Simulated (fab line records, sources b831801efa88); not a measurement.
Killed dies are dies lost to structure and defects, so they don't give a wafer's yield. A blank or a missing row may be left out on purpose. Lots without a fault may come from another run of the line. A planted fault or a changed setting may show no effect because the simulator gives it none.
A struck lot beside a sound one | flow sky130 | 17 steps out of a route of 708
Sound: wafers L370.1, L370.5, L370.6. Struck: wafers L383.1, L383.3, L383.5. The cause comes at the end.
At each step with rows: each side's tool, then ch and its chambers, then its first start. Under that, the readings that differ: sound wafers | struck wafers | difference of the means | sigmas: that difference in standard deviations of wafers without a fault.
alike: readings whose means differ by less than 2 such deviations, and words and numbers that are the same on both sides. not compared: withheld readings, readings that some wafer has no value for, bounds like >300 that may hide the same value, and numbers for which the record gives no deviation and whose values overlap.
The two part at a step that has a row with sigmas, a row that says differs or no value, or rows on one side only. Numbers that don't overlap but have no deviation are shown without sigmas and don't part them. A reading that every wafer of one side lacks parts them only if that side has two wafers or more.

SKY_VIA1_CMP_02: polishes SiO2.
  sound on cmp-02 ch 0,1, day 35 06:37; struck on cmp-01 ch 0,3, day 39 00:37
  alike: motor_current_A
SKY_VIA1_BOW_MEAS_03:
  sound on film_metro-04, day 35 06:55; struck on film_metro-04, day 39 00:55
  alike: VIA1_BOW
then, 4 steps without rows for these wafers: SKY_VIA1_DEHYDRATE_04 (time 60 s); SKY_VIA1_HMDS_05 (prime time 60 s); SKY_VIA1_COAT_06 (resist thk 60 nm); SKY_VIA1_COAT_07 (resist thk 450 nm).
SKY_VIA1_SOFTBAKE_08: time 93.25 s.
  sound on litho_track-04 ch 0; struck on litho_track-02 ch 0
  alike: plate_sensor_t_centre_C, plate_sensor_t_edge_C
then, 3 steps without rows for these wafers: SKY_VIA1_EXPOSE_09 (exposes mask VIM, target cd 150 nm); SKY_VIA1_PEB_10; SKY_VIA1_DEVELOP_11 (develop time 60 s).
SKY_VIA1_CD_MEAS_12: target cd 150 nm.
  sound on cd_sem-01, day 36 09:40; struck on cd_sem-02, day 40 01:13
  reading    | sound             | struck            | difference | sigmas
  cd_nm (nm) | 149.2 148.9 148.4 | 152.2 153.2 153.1 | +4.0       | +2
SKY_VIA1_OVL_MEAS_13:
  sound on overlay-02, day 36 09:47; struck on overlay-01, day 40 01:20
  alike: VIA1_OVL
SKY_VIA1_ETCH_14: etches BARC in N2/H2, stops on SiO2, time 45.9 s, target depth 60 nm.
  sound on rie_diel-04 ch 1,2,3, day 36 09:49; struck on rie_diel-04 ch 0,1, day 40 01:22
  reading                                     | sound             | struck            | difference | sigmas
  oes_product_au (a.u.)                       | 0.853 0.849 0.853 | 0.828 0.823 0.831 | -0.024     | -5
  model.KrF-thick_of_VIA1_COAT_07.thk_nm (nm) | 390.3 392.5 389.7 | 404.5 403.2 404.6 | +13.3      |
  model.etch.depth_nm (nm)                    | 59.67 59.65 59.71 | 55.84 57.23 57.15 | -2.94      |
  alike: bias_w, drypump_motor_current_A, h2_flow_sccm, throttle_valve_pct
  not compared: rf_hours_counter_h
SKY_VIA1_ETCH_15: etches SiO2 in C4F8/O2/Ar, stops on TiN, target depth 351 nm, time 54 s.
  sound on rie_diel-04 ch 1,2,3, day 36 09:52; struck on rie_diel-04 ch 0,1, day 40 01:25
  reading                                     | sound             | struck            | difference | sigmas
  bias_w (W)                                  | 1204 1204 1207    | 1200 1195 1198    | -7         | -2
  oes_product_au (a.u.)                       | 0.984 0.970 0.982 | 0.922 0.961 0.964 | -0.030     | -4
  model.KrF-thick_of_VIA1_COAT_07.thk_nm (nm) | 319.5 324.1 318.7 | 336.9 334.5 335.5 | +14.9      |
  not compared: rf_hours_counter_h
SKY_VIA1_STRIP_16: strips in O2/N2.
  sound on plasma_asher-01 ch 0,1, day 36 09:54; struck on plasma_asher-03 ch 0,1, day 40 01:27
  reading                      | sound          | struck         | difference | sigmas
  strip_time_to_endpoint_s (s) | 4.43 4.47 4.42 | 4.60 4.57 4.61 | +0.15      | +5
  alike: drypump_motor_current_A, oes_product_au
  not compared: rf_hours_counter_h
then, 1 step without rows for these wafers: SKY_VIA1_STRIP_17 (strips in post etch residue remover, time 1200 s).
-- the record jumps here: 10 days lie between the struck wafers' starts before and after (it left off in module VIA1 and takes up again in module PAD_OPEN, whose first step shown is number 708 of the route) --
SKY_PAD_OPEN_PROBE_99:
  sound on prober-02, day 47 19:28; struck on prober-01, day 50 06:26
  reading                               | sound | struck | difference                    | sigmas
  model.etest.tester.sort_bin_8_pct (%) | 0 0 0 | - - -  | no value on the struck wafers |
  alike: killed_at_M0_to_M3, killed_at_M4_up, killed_at_contacts, killed_at_front_end, killed_at_other, killed_dies, killed_open, killed_short
  not compared: model.etest.via1_chain.rc_ohm

WHERE THEY PART
First at SKY_VIA1_CD_MEAS_12; last, within this record, at SKY_PAD_OPEN_PROBE_99.

WHY: what the simulator had put in
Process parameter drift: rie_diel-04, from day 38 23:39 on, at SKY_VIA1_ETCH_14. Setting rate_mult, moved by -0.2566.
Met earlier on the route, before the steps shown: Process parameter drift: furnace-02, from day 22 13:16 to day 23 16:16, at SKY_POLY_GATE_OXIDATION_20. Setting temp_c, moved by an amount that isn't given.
